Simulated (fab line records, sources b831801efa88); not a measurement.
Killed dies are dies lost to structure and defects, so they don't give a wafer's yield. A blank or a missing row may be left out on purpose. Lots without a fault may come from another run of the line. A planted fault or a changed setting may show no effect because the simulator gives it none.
Chamber matching | flow sky130 | SKY_FIELD_ISO_ETCH_17 on rie_si-01: 4 sister chambers
The step etches Si in HBr/Cl2/O2, target depth 342 nm, time 97.7 s. 8 wafers are shown with their chamber, then 9 later ones without.

WAFERS WITH THEIR CHAMBER
wafer  | chamber | drypump_motor_current_A (A) | oes_product_au (a.u.)
L144.3 | 2       | 5.9                         | 1.005
L148.3 | 2       | 5.8                         | 1.018
L153.1 | 1       | 5.6                         | 1.001
L153.5 | 1       | 5.6                         | 0.991
L153.6 | 0       | 4.9                         | 0.995
L155.2 | 3       | 5.6                         | 1.004
L155.3 | 0       | 4.9                         | 1.003
L155.6 | 3       | 5.6                         | 1.009

WAFERS WITHOUT THEIR CHAMBER
wafer  | drypump_motor_current_A (A) | oes_product_au (a.u.)
L159.1 | 5.8                         | 1.008
L159.3 | 5.6                         | 0.991
L159.5 | 5.9                         | 1.010
L160.1 | 5.8                         | 1.006
L160.3 | 4.9                         | 0.999
L160.6 | 5.7                         | 0.984
L165.1 | 4.9                         | 0.984
L165.2 | 5.6                         | 0.999
L165.3 | 5.8                         | 0.995

WHICH CHAMBER EACH WENT THROUGH
wafer  | from the rows above     | in truth
L159.1 | 2                       | 2
L159.3 | can't be placed: 1 or 3 | 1
L159.5 | 2                       | 2
L160.1 | 2                       | 2
L160.3 | 0                       | 0
L160.6 | can't be placed: 1 or 3 | 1
L165.1 | 0                       | 0
L165.2 | can't be placed: 1 or 3 | 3
L165.3 | 2                       | 2
Placed correctly: 6 of 9. Can't be placed from these rows: 3 (the true chamber is among the candidates in 3). Placed wrongly: 0.
How it was worked out, from the rows above alone: a wafer's distance from a chamber is the root of the sum, over the readings, of the square of ((its reading less the chamber's mean) divided by the reading's scatter). The wafer belongs to the nearest chamber; if the next one is less than 2 further off, it can't be placed. A chamber's mean is the mean of its shown wafers. The scatter: the root of (the sum of the squares of (reading less its chamber's mean) over the shown wafers, divided by (wafers less chambers)).
